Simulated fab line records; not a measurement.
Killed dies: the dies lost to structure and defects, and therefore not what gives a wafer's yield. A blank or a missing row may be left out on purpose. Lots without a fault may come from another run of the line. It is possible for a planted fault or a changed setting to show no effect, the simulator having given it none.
Which of the tools did it? | flow gf180mcu | 18 wafers from 6 lots sampled at 2 of the route's 602 steps

WHAT THE GAUGES SHOWED, per wafer
GF_V3_BOW_MEAS_05.
lot  | measured     | on            | V3_BOW (um)
L790 | day 22 19:39 | film metro-04 | 108 107 109
L792 | day 23 12:07 | film metro-02 | 116 118 107
L798 | day 24 22:17 | film metro-02 | 134 126 127
L803 | day 26 18:49 | film metro-02 | 123 119 125
L807 | day 28 02:59 | film metro-02 | 131 119 134
L809 | day 28 14:05 | film metro-02 | 104 113 103

WHICH TOOL RAN EACH LOT (tool, then ch and the chambers of the sampled wafers, then the start)
lot  | GF_VT_IMPLANT_EXPOSE_04
L790 | iline stepper-02 ch 0, day 6 05:56
L792 | iline stepper-01 ch 0, day 6 21:02
L798 | iline stepper-01 ch 0, day 7 23:56
L803 | iline stepper-01 ch 0, day 9 08:22
L807 | iline stepper-02 ch 0, day 10 07:38
L809 | iline stepper-02 ch 0, day 10 19:15
- GF_VT_IMPLANT_EXPOSE_04: exposes mask LVPWELL LV AREA, target cd 600 nm.

THE ANSWER, worked out from the rows above alone
Rule: the lots themselves supply what counts as usual. Put in order of their means at a reading, lots are off if they are a third of the lots or fewer, leave a main group of 4 or more, and stand apart from it by a gap of 3 or more times the standard deviation of the main group's means; of several such gaps the widest counts. Not used: any main group whose means are identical at the precision the tables above print for the reading. Also off: a lot with no number at a reading for which 4 or more lots have one. Any other lot the step has rows for is counted as sound.
Across all readings shown, no lot is off: no conclusion can be drawn from this.

WHAT HAD BEEN PUT IN BY THE SIMULATOR
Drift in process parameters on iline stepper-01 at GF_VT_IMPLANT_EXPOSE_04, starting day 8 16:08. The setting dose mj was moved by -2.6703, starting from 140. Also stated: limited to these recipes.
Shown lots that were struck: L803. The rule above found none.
